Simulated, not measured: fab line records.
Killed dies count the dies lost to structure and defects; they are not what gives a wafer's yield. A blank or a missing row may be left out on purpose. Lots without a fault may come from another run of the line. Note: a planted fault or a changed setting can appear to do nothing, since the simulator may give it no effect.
Struck lot and sound lot, side by side    flow gf180mcu    14 steps out of a route of 602
Sound: the wafers L692.2, L692.4, L692.6. Struck: wafers L707.2, L707.3, L707.4. Last of all comes the cause.
Order at every step that has rows: each side's tool, ch and its chambers, its first start. Under that, the readings that differ: sound wafers    struck wafers    difference of the means    sigmas: that difference in standard deviations of wafers without a fault.
alike: words and numbers the same on both sides, and readings whose means are apart by under 2 such deviations; not compared: readings that were withheld, readings missing a value for some wafer, numbers with overlapping values and no deviation given by the record, and bounds like >300 which may hide the same value.
Wherever a step has rows on one side only, a row that says differs or no value, or a row with sigmas, the two part there. Non-overlapping numbers with no deviation appear without sigmas and do not part them. Lack of a reading on every wafer of one side parts them only where that side has two or more wafers.

GF_TOP_METAL_METAL_ETCH_16: etches the open film in Cl2/BCl3, stops on SiO2, target depth 1197 nm, time 199.5 s.
  sound on rieMetal-02 ch 0,1, day 30 01:46; struck on rieMetal-03 ch 0,1, day 34 04:23
  alike: drypumpMotorCurrentA, oesProductAu, throttleValvePct
  not compared: rfHoursCounterH
GF_TOP_METAL_STRIP_17: strips in O2/N2.
  sound on plasmaAsher-04 ch 0, day 30 01:57; struck on plasmaAsher-02 ch 0,1, day 34 04:35
  alike: drypumpMotorCurrentA, heaterPowerW, oesProductAu, stripTimeToEndpointS
  not compared: rfHoursCounterH
then, 2 steps without rows for these wafers: GF_TOP_METAL_STRIP_18 (strips in post etch residue remover, time 1200 s); GF_TOP_METAL_CLEAN_19 (cleans in DIW).
GF_PASSIVATION_CVD_00: deposits SiO2 from TEOS, target thk 1000 nm, time 111.95 s.
  sound on pecvd-01 ch 0,1, day 30 02:53; struck on pecvd-01 ch 1,2, day 34 05:08
  alike: heaterPowerW
GF_PASSIVATION_THK_MEAS_01:
  sound on filmMetro-01 at day 30 02:59; struck on filmMetro-02 at day 34 05:13
  alike: PASSIVATION_CVD_00_THK
GF_PASSIVATION_CVD_02: deposits Si3N4, target thk 700 nm, time 486.18 s.
  sound on pecvd-03 ch 0,1, day 30 03:02; struck on pecvd-04 ch 0,1, day 34 05:16
  alike: heaterPowerW
GF_PASSIVATION_THK_MEAS_03:
  sound on filmMetro-02 at day 30 03:28; struck on filmMetro-01 at day 34 05:34
  alike: PASSIVATION_CVD_02_THK
then, 4 steps without rows for these wafers: GF_PASSIVATION_DEHYDRATE_04 (time 60 s); GF_PASSIVATION_HMDS_05 (prime time 60 s); GF_PASSIVATION_COAT_06 (resist thk 4000 nm); GF_PASSIVATION_SOFTBAKE_07.
GF_PASSIVATION_EXPOSE_08: exposes mask Pad, target cd 40000 nm.
  struck on ilineStepper-01, day 34 13:24; sound on ilineStepper-02 ch 0, day 30 12:28
  no value came back on the struck wafers for exposureDoseMJCm2, focusOffsetNm (nm); on the sound wafers exposureDoseMJCm2 reads 310.2 310.2 309.9
  alike: mask
after that, 1 step had no rows for these wafers: GF_PASSIVATION_PEB_09.

## WHERE THEY PART
Only at GF_PASSIVATION_EXPOSE_08, as far as this record shows.

WHY: what had been put in by the simulator
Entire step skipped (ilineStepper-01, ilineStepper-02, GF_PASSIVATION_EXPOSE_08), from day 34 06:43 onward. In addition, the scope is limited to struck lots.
